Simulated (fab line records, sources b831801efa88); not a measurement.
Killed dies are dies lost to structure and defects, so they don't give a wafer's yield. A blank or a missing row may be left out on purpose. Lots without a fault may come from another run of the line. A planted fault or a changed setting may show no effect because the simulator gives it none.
Which tool did it? | flow sky130 | 6 lots, 18 wafers sampled, at 2 steps of a route of 708

WHAT THE GAUGES READ, wafer by wafer
SKY_RES_PROTECT_TW_MEAS_08.
lot  | measured     | on            | POLY_GATE_TW
L932 | day 15 15:37 | film_metro-04 | 3989 3984 3994
L936 | day 17 04:31 | film_metro-04 | 4035 4015 4030
L946 | day 20 20:17 | film_metro-03 | 3983 3984 3986
L948 | day 21 11:37 | film_metro-01 | 4049 4055 4047
L952 | day 22 22:44 | film_metro-04 | 4023 4029 4031
L954 | day 23 23:00 | film_metro-04 | 4052 4055 4062

WHICH TOOL RAN EACH LOT (tool, then ch and the chambers of the sampled wafers, then the start)
lot  | SKY_RES_PROTECT_STRIP_07
L932 | plasma_asher-03 ch 0, day 15 15:30
L936 | plasma_asher-01 ch 0,1, day 17 04:25
L946 | plasma_asher-02 ch 0,1, day 20 20:11
L948 | plasma_asher-03 ch 0,1, day 21 11:31
L952 | plasma_asher-02 ch 0,1, day 22 22:38
L954 | plasma_asher-02 ch 0,1, day 23 22:54
- SKY_RES_PROTECT_STRIP_07: strips in O2/N2.

THE ANSWER, worked out from the rows above alone
Rule: what is usual is taken from the lots themselves. Put in order of their means at a reading, lots are off if they are a third of the lots or fewer, leave a main group of 4 or more, and stand apart from it by a gap of 3 or more times the standard deviation of the main group's means; of several such gaps the widest counts. A main group whose means are all the same, to the digits that the tables above print for the reading, isn't used. A lot without any number at a reading at which 4 lots or more have one is off too. The other lots that the step has rows for count as sound.
No lot is off at any reading shown: from this, nothing can be told.

WHAT THE SIMULATOR HAD PUT IN
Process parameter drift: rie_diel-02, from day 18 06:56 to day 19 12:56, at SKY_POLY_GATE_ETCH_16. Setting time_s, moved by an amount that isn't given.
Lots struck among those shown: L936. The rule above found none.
